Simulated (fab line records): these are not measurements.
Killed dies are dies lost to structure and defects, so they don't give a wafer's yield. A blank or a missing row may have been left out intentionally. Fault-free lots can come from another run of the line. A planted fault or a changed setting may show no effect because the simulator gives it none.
Matching of chambers -- flow gf180mcu -- GF_V2_CMP_04 on cmp-02: 4 sister chambers
The step polishes SiO2. 14 wafers are shown with their chamber, then 7 later ones without.

## WAFERS WITH THEIR CHAMBER
wafer,chamber,motor current A (A),time to endpoint s (s)
L784.2,2,11.7,79
L784.4,3,12.3,89
L784.5,0,10.8,79
L785.3,2,12.4,71
L785.5,0,11.3,80
L785.6,1,12.4,75
L787.1,2,12.7,80
L787.3,0,11.4,74
L787.4,3,12.6,81
L791.2,3,13.2,80
L791.5,0,11.0,85
L791.6,1,12.3,76
L793.2,0,11.0,73
L794.2,1,12.2,63

SIGNATURES, as means of the wafers listed above
reading,chamber 0,chamber 1,chamber 2,chamber 3,scatter within a chamber
motor current A,11.100,12.300,12.267,12.700,0.347
time to endpoint s,78.20,71.33,76.67,83.33,5.45
Rule: distance of a wafer from a chamber = root of the sum over the readings of ((wafer's reading minus chamber's mean) / reading's scatter) squared. The wafer belongs to the nearest chamber; if the next one is less than 2 further off, it can't be placed. The scatter: take each reading less its chamber's mean, square it, sum over the shown wafers, divide by the number of wafers less the number of chambers, and take the root.

## WAFERS WHOSE CHAMBER IS MISSING
wafer,motor current A (A),time to endpoint s (s)
L795.2,12.2,70
L802.3,13.4,83
L802.4,11.1,80
L802.6,12.0,82
L806.3,13.1,79
L806.4,12.5,85
L806.6,12.1,84

## WHICH CHAMBER EACH ONE RAN IN
wafer,from the rows above,in truth
L795.2,can't be placed: 1 or 2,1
L802.3,can't be placed: 3 or 2 or 1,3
L802.4,0,0
L802.6,can't be placed: 2 or 3 or 1 or 0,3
L806.3,can't be placed: 3 or 2 or 1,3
L806.4,can't be placed: 3 or 2 or 1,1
L806.6,can't be placed: 2 or 3 or 1 or 0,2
1 of 7 placed correctly. Unplaceable from these rows: 6, with the true chamber sitting among the candidates in 6. Placed wrongly: 0.
